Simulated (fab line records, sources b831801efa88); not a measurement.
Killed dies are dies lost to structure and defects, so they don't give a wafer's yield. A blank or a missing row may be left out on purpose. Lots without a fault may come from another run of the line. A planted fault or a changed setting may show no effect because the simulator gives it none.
Split-lot experiment | flow sfq_line | 5 lots, 23 wafers read, on a route of 325 steps

THE SPLIT
At SFQ_TRILAYER_I2_VIA_LITHO_COAT_067 (resist thk 650 nm), the setting spin_rpm was moved away from the recipe's 3000 rpm on 7 of the 23 wafers read, by -6.8% to -2.4%. The other wafers ran this setting at the recipe's value.

The reading is taken at the split's own step.

THE READING
KrF_of_TRILAYER_I2_VIA_LITHO_COAT_067.thk_nm (the simulator's own value, which no gauge read), in nm, at SFQ_TRILAYER_I2_VIA_LITHO_COAT_067 (resist thk 650 nm). The file gives no usual value for it. The 16 wafers here that ran the recipe average 650.0 nm, standard deviation 1.7 nm.

wafer  | tool, chamber at the split | spin_rpm as run, rpm | against the recipe | KrF_of_TRILAYER_I2_VIA_LITHO_COAT_067.thk_nm, nm | against lot-mates on the recipe
L076.1 | litho_track-01, 0          | 2929                 | -2.4%              | 656.9                                            | +7.6
L076.2 | litho_track-01, 0          | 3000                 | recipe             | 650.5                                            | -
L076.4 | litho_track-01, 0          | 3000                 | recipe             | 649.9                                            | -
L076.5 | litho_track-01, 0          | 3000                 | recipe             | 647.5                                            | -
L076.6 | litho_track-01, 0          | 2929                 | -2.4%              | 657.4                                            | +8.1
L078.1 | litho_track-04, 0          | 3000                 | recipe             | 652.7                                            | -
L078.2 | litho_track-04, 0          | 3000                 | recipe             | 652.1                                            | -
L078.3 | litho_track-04, 0          | 3000                 | recipe             | 652.5                                            | -
L078.4 | litho_track-04, 0          | 3000                 | recipe             | 651.9                                            | -
L078.5 | litho_track-04, 0          | 3000                 | recipe             | 651.1                                            | -
L079.1 | litho_track-04, 0          | 3000                 | recipe             | 648.2                                            | -
L079.2 | litho_track-04, 0          | 2796                 | -6.8%              | 671.2                                            | +22.2
L079.3 | litho_track-04, 0          | 3000                 | recipe             | 649.8                                            | -
L079.4 | litho_track-04, 0          | 2796                 | -6.8%              | 671.9                                            | +22.9
L079.5 | litho_track-04, 0          | 2796                 | -6.8%              | 675.2                                            | +26.2
L080.2 | litho_track-02, 0          | 3000                 | recipe             | 647.9                                            | -
L080.3 | litho_track-02, 0          | 3000                 | recipe             | 650.6                                            | -
L080.6 | litho_track-02, 0          | 3000                 | recipe             | 649.2                                            | -
L081.1 | litho_track-02, 0          | 3000                 | recipe             | 647.9                                            | -
L081.2 | litho_track-02, 0          | 2829                 | -5.7%              | 668                                              | +19.1
L081.4 | litho_track-02, 0          | 2829                 | -5.7%              | 668                                              | +19.1
L081.3 | litho_track-02, 0          | 3000                 | recipe             | 650.1                                            | -
L081.6 | litho_track-02, 0          | 3000                 | recipe             | 648.7                                            | -

THE FIT
A straight line over all 23 wafers: KrF_of_TRILAYER_I2_VIA_LITHO_COAT_067.thk_nm changes by -3.28 nm for each +1% of spin_rpm; r = -0.98; the points scatter about the line by 1.6 nm.
The same after taking each lot's own level away (the mean of its wafers on the recipe; 23 wafers): -3.45 nm for each +1%; r = -0.99; scatter 1.1 nm.
On that fit, the largest move of spin_rpm shifts the reading by 23 nm.
The lots' own levels span 648.90 to 652.06 nm, that is 1.9 times the standard deviation above.
So the lot-to-lot level changes the slope little: the two slopes agree.
Check: with one of the wafers moved furthest among these (-6.8%) left out of the fit, the line predicts +23.7 nm for it against its lot-mates. It came out at +22.2 nm against them.

OTHER SPLITS ON THESE WAFERS
These wafers also went through other splits before the reading. Each is held against what the fit with the lots' levels taken away leaves over:
other split on the same wafers                      | wafers away from the commonest value | r with KrF_of_TRILAYER_I2_VIA_LITHO_COAT_067.thk_nm (lot level and that fit taken away)
SFQ_TRILAYER_I1_VIA_LITHO_COAT_049 spin_rpm         | 6                                    | +0.26
SFQ_TRILAYER_I1_VIA_BARC_OPEN_VIA_ETCH_071 source_w | 9                                    | -0.14
SFQ_TRILAYER_M2_LITHO_EXPOSE_058 dose_mj            | 10                                   | -0.02
SFQ_TRILAYER_M2_BARC_OPEN_METAL_ETCH_077 bias_w     | 7                                    | -0.20

THE FILE'S OWN FIT
KrF_of_TRILAYER_I2_VIA_LITHO_COAT_067.thk_nm changes by -3.43 nm for each +1% of spin_rpm, r = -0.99.
